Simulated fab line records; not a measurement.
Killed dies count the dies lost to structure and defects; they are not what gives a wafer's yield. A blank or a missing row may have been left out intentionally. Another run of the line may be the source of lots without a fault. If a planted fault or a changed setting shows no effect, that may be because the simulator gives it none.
fab line records / flow gf180mcu
record lots=6 wafers=18 last_day=33
route steps=602 shown PSD@249 NSD@262
lots that met no fault: from a run of the same line without faults
start_h: hours from the record's opening day to when the first of the lot's shown wafers began / wait_h: how many hours have passed since the lot's step before this one / " unchanged from the row above / L1.1+2: a single row standing in for several wafers / - no value, or no start given / * or withheld: withheld / < > ~ a bound
route shown NAME@n: NAME is a module with steps in the file, n the number in the route of the first one / usual: average and standard deviation across the fault-free wafers / same: alike in all rows / chamber/n: place in a boat / sites: the reading at each site / _std_site: standard deviation across them / _edge_site: inner sites' mean taken away from outer sites' mean / radius_mm: how far each site lies from the wafer's centre / mask NAME#n: copy n / behind: the tool/chamber that last shaped the wafer / hold: reason for holding the lot/hours on hold/outcome of the hold / device: the n, p or np transistor that did not switch / end of line: tests of these same wafers at the route's end / a step with no rows: only its recipe / killed: at the first sort, the dies lost to defects and structure; wafer yield is something else / map: a wafer's dies, x killed, . not, _ none there
set.NAME: setting as actually run; set.NAME@STEP: the setting as run at that earlier step / model.NAME: the simulator's own value behind a step, which no gauge read
lots at selected steps of the route; one table per step, one row per wafer
services: the hour from which a tool's chamber was out of use, counted from the record's first day as start_h (under 0 if before that day), plus the number of hours and why
## steps
# step GF_PSD_HMDS_01
# recipe prime_time_s=60 prime_temp_c=120
# step GF_PSD_COAT_02
# recipe resist=NOVOLAK spin_rpm=3000 resist_thk_nm=1000
# step GF_PSD_SOFTBAKE_03
# recipe temp_c=90 time_s=60 resist=NOVOLAK
# step GF_PSD_EXPOSE_04
# recipe mask_id=Pplus target_cd_nm=400 na=0.6 source_shape=conventional sigma_outer=0.6 dose_mj=140
# step GF_PSD_PEB_05
# recipe temp_c=withheld time_s=* resist=NOVOLAK
# step GF_PSD_DEVELOP_06
# recipe develop_time_s=60 dev_temp_c=23
# step GF_PSD_CD_MEAS_07
# recipe target_cd_nm=400
# usual cd_nm=400.3/2.1
lot.wafer=L628.2 tool=cd_sem-01 chamber=- start_h=344.98 wait_h=0.1 cd_nm=401.6
lot.wafer=L628.5 tool=cd_sem-01 chamber=- start_h=344.98 wait_h=0.1 cd_nm=402.8
lot.wafer=L628.6 tool=cd_sem-01 chamber=- start_h=344.98 wait_h=0.1 cd_nm=403.3
lot.wafer=L631.1 tool=cd_sem-02 chamber=- start_h=375.21 wait_h=0.1 cd_nm=398.8
lot.wafer=L631.5 tool=cd_sem-02 chamber=- start_h=375.21 wait_h=0.1 cd_nm=398.3
lot.wafer=L631.6 tool=cd_sem-02 chamber=- start_h=375.21 wait_h=0.1 cd_nm=397.6
lot.wafer=L632.2 tool=cd_sem-02 chamber=- start_h=387.78 wait_h=0.1 cd_nm=396.5
lot.wafer=L632.4 tool=cd_sem-02 chamber=- start_h=387.78 wait_h=0.1 cd_nm=398.0
lot.wafer=L632.6 tool=cd_sem-02 chamber=- start_h=387.78 wait_h=0.1 cd_nm=398.9
lot.wafer=L635.1 tool=cd_sem-01 chamber=- start_h=411.27 wait_h=0.1 cd_nm=401.0
lot.wafer=L635.3 tool=cd_sem-01 chamber=- start_h=411.27 wait_h=0.1 cd_nm=399.9
lot.wafer=L635.4 tool=cd_sem-01 chamber=- start_h=411.27 wait_h=0.1 cd_nm=402.9
lot.wafer=L636.3 tool=cd_sem-02 chamber=- start_h=417.65 wait_h=0.1 cd_nm=399.5
lot.wafer=L636.5 tool=cd_sem-02 chamber=- start_h=417.65 wait_h=0.1 cd_nm=400.2
lot.wafer=L636.6 tool=cd_sem-02 chamber=- start_h=417.65 wait_h=0.1 cd_nm=403.8
lot.wafer=L641.2 tool=cd_sem-01 chamber=- start_h=467.08 wait_h=0.1 cd_nm=402.2
lot.wafer=L641.4 tool=cd_sem-01 chamber=- start_h=467.08 wait_h=0.1 cd_nm=400.3
lot.wafer=L641.6 tool=cd_sem-01 chamber=- start_h=467.08 wait_h=0.1 cd_nm=400.4
# step GF_PSD_OVL_MEAS_08
# usual PSD_OVL=-0.6/1.7
lot.wafer=L628.2 tool=overlay-01 chamber=- start_h=345.09 wait_h=0.1 PSD_OVL[nm]=1.0
lot.wafer=L628.5 tool=overlay-01 chamber=- start_h=345.09 wait_h=0.1 PSD_OVL[nm]=1.0
lot.wafer=L628.6 tool=overlay-01 chamber=- start_h=345.09 wait_h=0.1 PSD_OVL[nm]=0.9
lot.wafer=L631.1 tool=overlay-01 chamber=- start_h=375.33 wait_h=0.1 PSD_OVL[nm]=2.0
lot.wafer=L631.5 tool=overlay-01 chamber=- start_h=375.33 wait_h=0.1 PSD_OVL[nm]=1.1
lot.wafer=L631.6 tool=overlay-01 chamber=- start_h=375.33 wait_h=0.1 PSD_OVL[nm]=1.2
lot.wafer=L632.2 tool=overlay-01 chamber=- start_h=387.88 wait_h=0.1 PSD_OVL[nm]=-3.3
lot.wafer=L632.4 tool=overlay-01 chamber=- start_h=387.88 wait_h=0.1 PSD_OVL[nm]=-3.1
lot.wafer=L632.6 tool=overlay-01 chamber=- start_h=387.88 wait_h=0.1 PSD_OVL[nm]=-2.5
lot.wafer=L635.1 tool=overlay-01 chamber=- start_h=411.39 wait_h=0.1 PSD_OVL[nm]=1.2
lot.wafer=L635.3 tool=overlay-01 chamber=- start_h=411.39 wait_h=0.1 PSD_OVL[nm]=0.3
lot.wafer=L635.4 tool=overlay-01 chamber=- start_h=411.39 wait_h=0.1 PSD_OVL[nm]=2.4
lot.wafer=L636.3 tool=overlay-01 chamber=- start_h=417.74 wait_h=0.1 PSD_OVL[nm]=-2.7
lot.wafer=L636.5 tool=overlay-01 chamber=- start_h=417.74 wait_h=0.1 PSD_OVL[nm]=-4.4
lot.wafer=L636.6 tool=overlay-01 chamber=- start_h=417.74 wait_h=0.1 PSD_OVL[nm]=-4.1
lot.wafer=L641.2 tool=overlay-01 chamber=- start_h=467.18 wait_h=0.1 PSD_OVL[nm]=-4.0
lot.wafer=L641.4 tool=overlay-01 chamber=- start_h=467.18 wait_h=0.1 PSD_OVL[nm]=-1.7
lot.wafer=L641.6 tool=overlay-01 chamber=- start_h=467.18 wait_h=0.1 PSD_OVL[nm]=-2.4
# step GF_PSD_IMPLANT_09
# recipe species=BF2 energy_kev=40 dose_cm2=1.537e+15 tilt_deg=7
# step GF_PSD_STRIP_10
# recipe chemistry=O2/N2 power_w=1400 pressure_mtorr=1500 platen_temp_c=250 o2_flow_sccm=3000 n2_flow_sccm=300 overash_fraction=0.5
# usual drypump_motor_current_A=5.8/0.53 heater_power_w=339/26 oes_product_au=0.590/0.0043 strip_time_to_endpoint_s=16.61/0.033
lot.wafer=L628.2 tool=plasma_asher-03 chamber=1 start_h=345.27 wait_h=0.1 drypump_motor_current_A=4.9 heater_power_w=319 oes_product_au=0.591 rf_hours_counter_h=68 strip_time_to_endpoint_s=16.60
lot.wafer=L628.5 tool=plasma_asher-03 chamber=1 start_h=345.27 wait_h=0.1 drypump_motor_current_A=5.0 heater_power_w=326 oes_product_au=0.588 rf_hours_counter_h=- strip_time_to_endpoint_s=16.61
lot.wafer=L628.6 tool=plasma_asher-03 chamber=0 start_h=345.27 wait_h=0.1 drypump_motor_current_A=5.5 heater_power_w=324 oes_product_au=0.592 rf_hours_counter_h=- strip_time_to_endpoint_s=16.61
lot.wafer=L631.1 tool=plasma_asher-03 chamber=1 start_h=375.51 wait_h=0.1 drypump_motor_current_A=4.9 heater_power_w=323 oes_product_au=0.594 rf_hours_counter_h=71 strip_time_to_endpoint_s=16.61
lot.wafer=L631.5 tool=plasma_asher-03 chamber=1 start_h=375.51 wait_h=0.1 drypump_motor_current_A=4.9 heater_power_w=320 oes_product_au=0.593 rf_hours_counter_h=- strip_time_to_endpoint_s=16.54
lot.wafer=L631.6 tool=plasma_asher-03 chamber=0 start_h=375.51 wait_h=0.1 drypump_motor_current_A=5.4 heater_power_w=321 oes_product_au=0.584 rf_hours_counter_h=- strip_time_to_endpoint_s=16.57
lot.wafer=L632.2 tool=plasma_asher-02 chamber=1 start_h=388.06 wait_h=0.1 drypump_motor_current_A=6.0 heater_power_w=376 oes_product_au=0.589 rf_hours_counter_h=75 strip_time_to_endpoint_s=16.64
lot.wafer=L632.4 tool=plasma_asher-02 chamber=0 start_h=388.06 wait_h=0.1 drypump_motor_current_A=6.5 heater_power_w=374 oes_product_au=0.590 rf_hours_counter_h=- strip_time_to_endpoint_s=16.62
lot.wafer=L632.6 tool=plasma_asher-02 chamber=0 start_h=388.06 wait_h=0.1 drypump_motor_current_A=6.5 heater_power_w=387 oes_product_au=0.588 rf_hours_counter_h=- strip_time_to_endpoint_s=16.63
lot.wafer=L635.1 tool=plasma_asher-03 chamber=1 start_h=411.58 wait_h=0.1 drypump_motor_current_A=4.9 heater_power_w=317 oes_product_au=0.587 rf_hours_counter_h=75 strip_time_to_endpoint_s=16.63
lot.wafer=L635.3 tool=plasma_asher-03 chamber=1 start_h=411.58 wait_h=0.1 drypump_motor_current_A=4.9 heater_power_w=319 oes_product_au=0.586 rf_hours_counter_h=- strip_time_to_endpoint_s=16.62
lot.wafer=L635.4 tool=plasma_asher-03 chamber=0 start_h=411.58 wait_h=0.1 drypump_motor_current_A=5.4 heater_power_w=323 oes_product_au=0.588 rf_hours_counter_h=- strip_time_to_endpoint_s=16.60
lot.wafer=L636.3 tool=plasma_asher-04 chamber=0 start_h=417.95 wait_h=0.1 drypump_motor_current_A=6.1 heater_power_w=320 oes_product_au=0.581 rf_hours_counter_h=- strip_time_to_endpoint_s=16.62
lot.wafer=L636.5 tool=plasma_asher-04 chamber=1 start_h=417.95 wait_h=0.1 drypump_motor_current_A=6.1 heater_power_w=331 oes_product_au=0.587 rf_hours_counter_h=- strip_time_to_endpoint_s=16.67
lot.wafer=L636.6 tool=plasma_asher-04 chamber=0 start_h=417.95 wait_h=0.1 drypump_motor_current_A=6.1 heater_power_w=321 oes_product_au=0.591 rf_hours_counter_h=- strip_time_to_endpoint_s=16.65
lot.wafer=L641.2 tool=plasma_asher-04 chamber=0 start_h=467.36 wait_h=0.1 drypump_motor_current_A=6.1 heater_power_w=312 oes_product_au=0.591 rf_hours_counter_h=66 strip_time_to_endpoint_s=16.61
lot.wafer=L641.4 tool=plasma_asher-04 chamber=1 start_h=467.36 wait_h=0.1 drypump_motor_current_A=6.1 heater_power_w=332 oes_product_au=0.590 rf_hours_counter_h=- strip_time_to_endpoint_s=16.63
lot.wafer=L641.6 tool=plasma_asher-04 chamber=1 start_h=467.36 wait_h=0.1 drypump_motor_current_A=6.1 heater_power_w=321 oes_product_au=0.591 rf_hours_counter_h=- strip_time_to_endpoint_s=16.65
# step GF_PSD_TW_MEAS_11
# usual PSD_TW=3217/37
lot.wafer=L628.2 tool=film_metro-03 chamber=- start_h=345.38 wait_h=0.1 PSD_TW=3259
lot.wafer=L628.5 tool=film_metro-03 chamber=- start_h=345.38 wait_h=0.1 PSD_TW=3261
lot.wafer=L628.6 tool=film_metro-03 chamber=- start_h=345.38 wait_h=0.1 PSD_TW=3261
lot.wafer=L631.1 tool=film_metro-01 chamber=- start_h=375.61 wait_h=0.1 PSD_TW=3203
lot.wafer=L631.5 tool=film_metro-01 chamber=- start_h=375.61 wait_h=0.1 PSD_TW=3225
lot.wafer=L631.6 tool=film_metro-01 chamber=- start_h=375.61 wait_h=0.1 PSD_TW=3217
lot.wafer=L632.2 tool=film_metro-03 chamber=- start_h=388.17 wait_h=0.1 PSD_TW=3253
lot.wafer=L632.4 tool=film_metro-03 chamber=- start_h=388.17 wait_h=0.1 PSD_TW=3239
lot.wafer=L632.6 tool=film_metro-03 chamber=- start_h=388.17 wait_h=0.1 PSD_TW=3264
lot.wafer=L635.1 tool=film_metro-03 chamber=- start_h=411.68 wait_h=0.1 PSD_TW=3254
lot.wafer=L635.3 tool=film_metro-03 chamber=- start_h=411.68 wait_h=0.1 PSD_TW=3255
lot.wafer=L635.4 tool=film_metro-03 chamber=- start_h=411.68 wait_h=0.1 PSD_TW=3248
lot.wafer=L636.3 tool=film_metro-03 chamber=- start_h=418.03 wait_h=0.1 PSD_TW=3264
lot.wafer=L636.5 tool=film_metro-03 chamber=- start_h=418.03 wait_h=0.1 PSD_TW=3248
lot.wafer=L636.6 tool=film_metro-03 chamber=- start_h=418.03 wait_h=0.1 PSD_TW=3256
lot.wafer=L641.2 tool=film_metro-01 chamber=- start_h=467.47 wait_h=0.1 PSD_TW=3202
lot.wafer=L641.4 tool=film_metro-01 chamber=- start_h=467.47 wait_h=0.1 PSD_TW=3188
lot.wafer=L641.6 tool=film_metro-01 chamber=- start_h=467.47 wait_h=0.1 PSD_TW=3206
# step GF_PSD_CLEAN_12
# recipe chemistry=SC1/SC2 mix=1:4:20 temp_c=70 time_s=150 dry=n2_spin
# step GF_PSD_RTA_13
# recipe temp_c=1025 time_s=20 ambient=N2
# usual anneal_temp_c_max=1030.7/1.7 chamber_o2_ppm=1.996/0.023 lamp_power_pct=34/5.3 wafer_temp_C_max=1029.9/1.4
lot.wafer=L628.2 tool=rtp_anneal-02 chamber=0 start_h=345.49 wait_h=0.0 anneal_temp_c_max=1031.0 chamber_o2_ppm=1.986 lamp_power_pct=29 wafer_temp_C_max=1031.0
lot.wafer=L628.5 tool=rtp_anneal-02 chamber=0 start_h=345.49 wait_h=0.0 anneal_temp_c_max=1033.6 chamber_o2_ppm=1.983 lamp_power_pct=29 wafer_temp_C_max=1031.5
lot.wafer=L628.6 tool=rtp_anneal-02 chamber=0 start_h=345.49 wait_h=0.0 anneal_temp_c_max=1030.8 chamber_o2_ppm=1.976 lamp_power_pct=29 wafer_temp_C_max=1030.3
lot.wafer=L631.1 tool=rtp_anneal-02 chamber=- start_h=375.72 wait_h=0.0 anneal_temp_c_max=- chamber_o2_ppm=- lamp_power_pct=- wafer_temp_C_max=-
lot.wafer=L631.5 tool=rtp_anneal-02 chamber=- start_h=375.72 wait_h=0.0 anneal_temp_c_max=- chamber_o2_ppm=- lamp_power_pct=- wafer_temp_C_max=-
lot.wafer=L631.6 tool=rtp_anneal-02 chamber=- start_h=375.72 wait_h=0.0 anneal_temp_c_max=- chamber_o2_ppm=- lamp_power_pct=- wafer_temp_C_max=-
lot.wafer=L632.2 tool=rtp_anneal-01 chamber=- start_h=388.29 wait_h=0.0 anneal_temp_c_max=- chamber_o2_ppm=- lamp_power_pct=- wafer_temp_C_max=-
lot.wafer=L632.4 tool=rtp_anneal-01 chamber=- start_h=388.29 wait_h=0.0 anneal_temp_c_max=- chamber_o2_ppm=- lamp_power_pct=- wafer_temp_C_max=-
lot.wafer=L632.6 tool=rtp_anneal-01 chamber=- start_h=388.29 wait_h=0.0 anneal_temp_c_max=- chamber_o2_ppm=- lamp_power_pct=- wafer_temp_C_max=-
lot.wafer=L635.1 tool=rtp_anneal-01 chamber=0 start_h=411.80 wait_h=0.0 anneal_temp_c_max=1028.8 chamber_o2_ppm=2.010 lamp_power_pct=40 wafer_temp_C_max=1029.1
lot.wafer=L635.3 tool=rtp_anneal-01 chamber=0 start_h=411.80 wait_h=0.0 anneal_temp_c_max=1030.0 chamber_o2_ppm=1.975 lamp_power_pct=40 wafer_temp_C_max=1028.5
lot.wafer=L635.4 tool=rtp_anneal-01 chamber=0 start_h=411.80 wait_h=0.0 anneal_temp_c_max=1029.8 chamber_o2_ppm=2.015 lamp_power_pct=40 wafer_temp_C_max=1027.7
lot.wafer=L636.3 tool=rtp_anneal-02 chamber=0 start_h=418.16 wait_h=0.0 anneal_temp_c_max=1031.3 chamber_o2_ppm=2.005 lamp_power_pct=29 wafer_temp_C_max=1029.7
lot.wafer=L636.5 tool=rtp_anneal-02 chamber=0 start_h=418.16 wait_h=0.0 anneal_temp_c_max=1033.5 chamber_o2_ppm=1.971 lamp_power_pct=29 wafer_temp_C_max=1030.3
lot.wafer=L636.6 tool=rtp_anneal-02 chamber=0 start_h=418.16 wait_h=0.0 anneal_temp_c_max=1033.8 chamber_o2_ppm=1.981 lamp_power_pct=29 wafer_temp_C_max=1031.8
lot.wafer=L641.2 tool=rtp_anneal-02 chamber=0 start_h=467.59 wait_h=0.0 anneal_temp_c_max=1031.5 chamber_o2_ppm=2.016 lamp_power_pct=29 wafer_temp_C_max=1031.3
lot.wafer=L641.4 tool=rtp_anneal-02 chamber=0 start_h=467.59 wait_h=0.0 anneal_temp_c_max=1031.1 chamber_o2_ppm=2.011 lamp_power_pct=29 wafer_temp_C_max=1030.5
lot.wafer=L641.6 tool=rtp_anneal-02 chamber=0 start_h=467.59 wait_h=0.0 anneal_temp_c_max=1032.6 chamber_o2_ppm=1.994 lamp_power_pct=29 wafer_temp_C_max=1031.4
# step GF_PSD_RS_MEAS_14
# recipe thk_meas_gauge=four-point-probe
# usual NSD_RS=46.17/0.086
lot.wafer=L628.2 tool=film_metro-01 chamber=- start_h=345.58 wait_h=0.1 NSD_RS[ohm/sq]=46.02
lot.wafer=L628.5 tool=film_metro-01 chamber=- start_h=345.58 wait_h=0.1 NSD_RS[ohm/sq]=45.94
lot.wafer=L628.6 tool=film_metro-01 chamber=- start_h=345.58 wait_h=0.1 NSD_RS[ohm/sq]=46.05
lot.wafer=L631.1 tool=film_metro-02 chamber=- start_h=375.81 wait_h=0.1 NSD_RS[ohm/sq]=-
lot.wafer=L631.5 tool=film_metro-02 chamber=- start_h=375.81 wait_h=0.1 NSD_RS[ohm/sq]=-
lot.wafer=L631.6 tool=film_metro-02 chamber=- start_h=375.81 wait_h=0.1 NSD_RS[ohm/sq]=-
lot.wafer=L632.2 tool=film_metro-02 chamber=- start_h=388.38 wait_h=0.1 NSD_RS[ohm/sq]=-
lot.wafer=L632.4 tool=film_metro-02 chamber=- start_h=388.38 wait_h=0.1 NSD_RS[ohm/sq]=-
lot.wafer=L632.6 tool=film_metro-02 chamber=- start_h=388.38 wait_h=0.1 NSD_RS[ohm/sq]=-
lot.wafer=L635.1 tool=film_metro-03 chamber=- start_h=411.88 wait_h=0.1 NSD_RS[ohm/sq]=46.07
lot.wafer=L635.3 tool=film_metro-03 chamber=- start_h=411.88 wait_h=0.1 NSD_RS[ohm/sq]=46.14
lot.wafer=L635.4 tool=film_metro-03 chamber=- start_h=411.88 wait_h=0.1 NSD_RS[ohm/sq]=46.15
lot.wafer=L636.3 tool=film_metro-02 chamber=- start_h=418.25 wait_h=0.1 NSD_RS[ohm/sq]=46.17
lot.wafer=L636.5 tool=film_metro-02 chamber=- start_h=418.25 wait_h=0.1 NSD_RS[ohm/sq]=46.12
lot.wafer=L636.6 tool=film_metro-02 chamber=- start_h=418.25 wait_h=0.1 NSD_RS[ohm/sq]=46.15
lot.wafer=L641.2 tool=film_metro-03 chamber=- start_h=467.68 wait_h=0.1 NSD_RS[ohm/sq]=46.21
lot.wafer=L641.4 tool=film_metro-03 chamber=- start_h=467.68 wait_h=0.1 NSD_RS[ohm/sq]=46.20
lot.wafer=L641.6 tool=film_metro-03 chamber=- start_h=467.68 wait_h=0.1 NSD_RS[ohm/sq]=46.17
# step GF_PSD_RS_MEAS_15
# recipe thk_meas_gauge=four-point-probe
# usual PSD_RS=108.1/0.32
lot.wafer=L628.2 tool=film_metro-01 chamber=- start_h=345.70 wait_h=0.1 PSD_RS[ohm/sq]=108.0
lot.wafer=L628.5 tool=film_metro-01 chamber=- start_h=345.70 wait_h=0.1 PSD_RS[ohm/sq]=107.7
lot.wafer=L628.6 tool=film_metro-01 chamber=- start_h=345.70 wait_h=0.1 PSD_RS[ohm/sq]=107.8
lot.wafer=L631.1 tool=film_metro-02 chamber=- start_h=375.93 wait_h=0.1 PSD_RS[ohm/sq]=-
lot.wafer=L631.5 tool=film_metro-02 chamber=- start_h=375.93 wait_h=0.1 PSD_RS[ohm/sq]=-
lot.wafer=L631.6 tool=film_metro-02 chamber=- start_h=375.93 wait_h=0.1 PSD_RS[ohm/sq]=-
lot.wafer=L632.2 tool=film_metro-02 chamber=- start_h=388.50 wait_h=0.1 PSD_RS[ohm/sq]=-
lot.wafer=L632.4 tool=film_metro-02 chamber=- start_h=388.50 wait_h=0.1 PSD_RS[ohm/sq]=-
lot.wafer=L632.6 tool=film_metro-02 chamber=- start_h=388.50 wait_h=0.1 PSD_RS[ohm/sq]=-
lot.wafer=L635.1 tool=film_metro-03 chamber=- start_h=412.00 wait_h=0.1 PSD_RS[ohm/sq]=108.3
lot.wafer=L635.3 tool=film_metro-03 chamber=- start_h=412.00 wait_h=0.1 PSD_RS[ohm/sq]=108.9
lot.wafer=L635.4 tool=film_metro-03 chamber=- start_h=412.00 wait_h=0.1 PSD_RS[ohm/sq]=108.2
lot.wafer=L636.3 tool=film_metro-02 chamber=- start_h=418.37 wait_h=0.1 PSD_RS[ohm/sq]=108.2
lot.wafer=L636.5 tool=film_metro-02 chamber=- start_h=418.37 wait_h=0.1 PSD_RS[ohm/sq]=108.2
lot.wafer=L636.6 tool=film_metro-02 chamber=- start_h=418.37 wait_h=0.1 PSD_RS[ohm/sq]=108.2
lot.wafer=L641.2 tool=film_metro-03 chamber=- start_h=467.80 wait_h=0.1 PSD_RS[ohm/sq]=108.1
lot.wafer=L641.4 tool=film_metro-03 chamber=- start_h=467.80 wait_h=0.1 PSD_RS[ohm/sq]=107.8
lot.wafer=L641.6 tool=film_metro-03 chamber=- start_h=467.80 wait_h=0.1 PSD_RS[ohm/sq]=107.7
## services
tool=rtp_anneal-02 chamber=- start_h=347.16 hours=5.0 kind=pm
tool=plasma_asher-04 chamber=- start_h=366.49 hours=3.5 kind=repair
tool=plasma_asher-02 chamber=- start_h=421.25 hours=9.0 kind=pm
tool=plasma_asher-02 chamber=0 start_h=421.25 hours=9.0 kind=vent_cycle
tool=plasma_asher-02 chamber=1 start_h=421.25 hours=9.0 kind=vent_cycle
tool=plasma_asher-02 chamber=0 start_h=430.25 hours=- kind=clean
tool=plasma_asher-02 chamber=1 start_h=430.25 hours=- kind=clean
## key
first_sign step=GF_PSD_RTA_13 reading=tool_record direction=missing
effect step=GF_PSD_RS_MEAS_14 reading=NSD_RS direction=missing
effect step=GF_PSD_RS_MEAS_15 reading=PSD_RS direction=missing
met_at GF_PSD_RTA_13
struck_wafers L631.1,L631.5,L631.6,L632.2,L632.4,L632.6
later_rows_left_out L631.1,L631.5,L631.6,L632.2,L632.4,L632.6
sort_left_out L631.1,L631.5,L631.6,L632.2,L632.4,L632.6
tester_left_out L631,L632
onset_between 345.49 375.72
fault kind=skipped_step_whole tool=rtp_anneal-01,rtp_anneal-02 chamber=- onset_h=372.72 steps=GF_PSD_RTA_13 scope=struck_lots_only
# tester_left_out: of these lots the tester's yield and bins aren't shown, on N5 and GAA mostly nor the transistor test; their killed dies are dies lost to structure and defects alone, not to doping, threshold or leakage, so they don't give the yield
# sort_left_out: the simulated sort isn't trusted on such a fault, so these wafers' sort isn't shown, and their yield isn't known
# later_rows_left_out: the simulator's readings of these wafers behind a module that went badly wrong aren't trusted and aren't shown, but for the sort
